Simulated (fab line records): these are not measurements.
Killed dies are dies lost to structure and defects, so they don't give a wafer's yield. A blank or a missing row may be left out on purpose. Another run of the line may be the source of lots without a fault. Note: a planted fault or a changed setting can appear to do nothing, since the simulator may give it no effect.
Lot-split experiment || flow gf180mcu || route with 602 steps; 5 lots, 27 wafers read

THE SPLIT
At GF_M2_SPUTTER_02 (material AlCu, target thk 450 nm, time 23.9 s), the setting time_s was moved away from the recipe's 23.9 s on 9 of the 27 wafers read, by -30.4% to +50.9%. All remaining wafers had this setting at the recipe value.

FROM THE SPLIT TO THE READING: what the file shows between them, 3 steps
- GF_M2_SPUTTER_03: material Ti, target thk 10 nm, time 6.7 s
- GF_M2_SPUTTER_04: material TiN, target thk 50 nm, time 41.7 s
- GF_M2_RS_MEAS_05: measures by four-point-probe

THE READING
M2_ALCU_THK, in nm, at GF_M2_THK_MEAS_06 (measures by xrf). Fault-free wafers of this fab line usually give 447 nm, standard deviation 7.9 nm.

{"wafer": "L074.4", "tool, chamber at the split": "pvd_sputter-02, -", "time_s as run, s": 23.9, "against the recipe": "recipe", "M2_ALCU_THK, nm": 444, "against lot-mates on the recipe": "-"}
{"wafer": "L074.5", "tool, chamber at the split": "pvd_sputter-02, -", "time_s as run, s": 23.9, "against the recipe": "recipe", "M2_ALCU_THK, nm": 439, "against lot-mates on the recipe": "-"}
{"wafer": "L074.6", "tool, chamber at the split": "pvd_sputter-02, -", "time_s as run, s": 23.9, "against the recipe": "recipe", "M2_ALCU_THK, nm": 441, "against lot-mates on the recipe": "-"}
{"wafer": "L076.1", "tool, chamber at the split": "pvd_sputter-02, -", "time_s as run, s": 16.63, "against the recipe": "-30.4%", "M2_ALCU_THK, nm": 308, "against lot-mates on the recipe": -140}
{"wafer": "L076.2", "tool, chamber at the split": "pvd_sputter-02, -", "time_s as run, s": 23.9, "against the recipe": "recipe", "M2_ALCU_THK, nm": 453, "against lot-mates on the recipe": "-"}
{"wafer": "L076.3", "tool, chamber at the split": "pvd_sputter-02, -", "time_s as run, s": 16.63, "against the recipe": "-30.4%", "M2_ALCU_THK, nm": 322, "against lot-mates on the recipe": -126}
{"wafer": "L076.4", "tool, chamber at the split": "pvd_sputter-02, -", "time_s as run, s": 23.9, "against the recipe": "recipe", "M2_ALCU_THK, nm": 443, "against lot-mates on the recipe": "-"}
{"wafer": "L076.5", "tool, chamber at the split": "pvd_sputter-02, -", "time_s as run, s": 23.9, "against the recipe": "recipe", "M2_ALCU_THK, nm": 448, "against lot-mates on the recipe": "-"}
{"wafer": "L076.6", "tool, chamber at the split": "pvd_sputter-02, -", "time_s as run, s": 16.63, "against the recipe": "-30.4%", "M2_ALCU_THK, nm": 323, "against lot-mates on the recipe": -125}
{"wafer": "L078.1", "tool, chamber at the split": "pvd_sputter-02, -", "time_s as run, s": 23.9, "against the recipe": "recipe", "M2_ALCU_THK, nm": 446, "against lot-mates on the recipe": "-"}
{"wafer": "L078.2", "tool, chamber at the split": "pvd_sputter-02, -", "time_s as run, s": 23.9, "against the recipe": "recipe", "M2_ALCU_THK, nm": 436, "against lot-mates on the recipe": "-"}
{"wafer": "L078.3", "tool, chamber at the split": "pvd_sputter-02, -", "time_s as run, s": 23.9, "against the recipe": "recipe", "M2_ALCU_THK, nm": 437, "against lot-mates on the recipe": "-"}
{"wafer": "L078.4", "tool, chamber at the split": "pvd_sputter-02, -", "time_s as run, s": 23.9, "against the recipe": "recipe", "M2_ALCU_THK, nm": 446, "against lot-mates on the recipe": "-"}
{"wafer": "L078.5", "tool, chamber at the split": "pvd_sputter-02, -", "time_s as run, s": 23.9, "against the recipe": "recipe", "M2_ALCU_THK, nm": 447, "against lot-mates on the recipe": "-"}
{"wafer": "L078.6", "tool, chamber at the split": "pvd_sputter-02, -", "time_s as run, s": 23.9, "against the recipe": "recipe", "M2_ALCU_THK, nm": 447, "against lot-mates on the recipe": "-"}
{"wafer": "L079.1", "tool, chamber at the split": "pvd_sputter-01, -", "time_s as run, s": 23.9, "against the recipe": "recipe", "M2_ALCU_THK, nm": 449, "against lot-mates on the recipe": "-"}
{"wafer": "L079.2", "tool, chamber at the split": "pvd_sputter-01, -", "time_s as run, s": 36.07, "against the recipe": "+50.9%", "M2_ALCU_THK, nm": 685, "against lot-mates on the recipe": "+234"}
{"wafer": "L079.3", "tool, chamber at the split": "pvd_sputter-01, -", "time_s as run, s": 36.07, "against the recipe": "+50.9%", "M2_ALCU_THK, nm": 675, "against lot-mates on the recipe": "+224"}
{"wafer": "L079.4", "tool, chamber at the split": "pvd_sputter-01, -", "time_s as run, s": 23.9, "against the recipe": "recipe", "M2_ALCU_THK, nm": 452, "against lot-mates on the recipe": "-"}
{"wafer": "L079.5", "tool, chamber at the split": "pvd_sputter-01, -", "time_s as run, s": 23.9, "against the recipe": "recipe", "M2_ALCU_THK, nm": 452, "against lot-mates on the recipe": "-"}
{"wafer": "L079.6", "tool, chamber at the split": "pvd_sputter-01, -", "time_s as run, s": 36.07, "against the recipe": "+50.9%", "M2_ALCU_THK, nm": 678, "against lot-mates on the recipe": "+227"}
{"wafer": "L085.1", "tool, chamber at the split": "pvd_sputter-02, -", "time_s as run, s": 28.81, "against the recipe": "+20.5%", "M2_ALCU_THK, nm": 527, "against lot-mates on the recipe": "+92"}
{"wafer": "L085.2", "tool, chamber at the split": "pvd_sputter-02, -", "time_s as run, s": 23.9, "against the recipe": "recipe", "M2_ALCU_THK, nm": 440, "against lot-mates on the recipe": "-"}
{"wafer": "L085.3", "tool, chamber at the split": "pvd_sputter-02, -", "time_s as run, s": 23.9, "against the recipe": "recipe", "M2_ALCU_THK, nm": 435, "against lot-mates on the recipe": "-"}
{"wafer": "L085.4", "tool, chamber at the split": "pvd_sputter-02, -", "time_s as run, s": 28.81, "against the recipe": "+20.5%", "M2_ALCU_THK, nm": 530, "against lot-mates on the recipe": "+95"}
{"wafer": "L085.5", "tool, chamber at the split": "pvd_sputter-02, -", "time_s as run, s": 23.9, "against the recipe": "recipe", "M2_ALCU_THK, nm": 429, "against lot-mates on the recipe": "-"}
{"wafer": "L085.6", "tool, chamber at the split": "pvd_sputter-02, -", "time_s as run, s": 28.81, "against the recipe": "+20.5%", "M2_ALCU_THK, nm": 530, "against lot-mates on the recipe": "+95"}

THE FIT
A straight line over all 27 wafers: M2_ALCU_THK changes by +4.45 nm for each +1% of time_s; r = +1.00; the points scatter about the line by 7.8 nm.
The same after taking each lot's own level away (the mean of its wafers on the recipe; 27 wafers): +4.44 nm for each +1%; r = +1.00; scatter 4.7 nm.
According to that fit, moving time_s by its largest amount changes the reading by 2.3e+02 nm.
The lots' own levels span 434.7 to 451.0 nm, that is 2.1 times the standard deviation above.
Hence the lot-to-lot level has little effect on the slope; both slopes agree.
Check: +225 nm against its lot-mates is what the line predicts for one of the wafers moved furthest among these (+50.9%) when that wafer is left out of the fit. Against them it came out at +234 nm.

THESE WAFERS: OTHER SPLITS
Other splits were also applied to these wafers ahead of the reading. Each is held against what the fit with the lots' levels taken away leaves over:
{"other split on the same wafers": "GF_STI_CVD_03 time_s", "wafers away from the commonest value": 12, "r with M2_ALCU_THK (lot level and that fit taken away)": "+0.05"}
{"other split on the same wafers": "GF_STI_ETCH_13 time_s", "wafers away from the commonest value": 6, "r with M2_ALCU_THK (lot level and that fit taken away)": "+0.11"}
{"other split on the same wafers": "GF_HV_LDD_ETCHBACK_58 time_s", "wafers away from the commonest value": 9, "r with M2_ALCU_THK (lot level and that fit taken away)": -0.04}

THE WHOLE CHAIN: every reading that the file lists as answering this split, in the file's order
{"step": "GF_M2_SPUTTER_02", "what it does": "material AlCu, target thk 450 nm, time 23.9 s", "reading": "AlCu_of_M2_SPUTTER_02.thk_nm (the simulator's own value, which no gauge read)", "change (the file's fit)": "+4.44 nm for each +1% of the setting", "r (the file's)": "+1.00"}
{"step": "GF_M2_RS_MEAS_05", "what it does": "measures by four-point-probe", "reading": "M2_ALCU_RS", "change (the file's fit)": "-0.000595 for each +1% of the setting", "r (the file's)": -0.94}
{"step": "GF_M2_THK_MEAS_06", "what it does": "measures by xrf", "reading": "M2_ALCU_THK", "change (the file's fit)": "+4.45 for each +1% of the setting", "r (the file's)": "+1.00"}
{"step": "GF_M2_METAL_ETCH_16", "what it does": "etches the open film in Cl2/BCl3, stops on SiO2, target depth 627.5 nm, time 104.6 s", "reading": "oes_product_au", "change (the file's fit)": "not straight: 0.840 at the lowest setting, 0.965 at the recipe, 1.001 at the highest", "r (the file's)": "not given"}

FILE'S OWN FIT
M2_ALCU_THK changes by +4.45 nm for each +1% of time_s, r = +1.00.
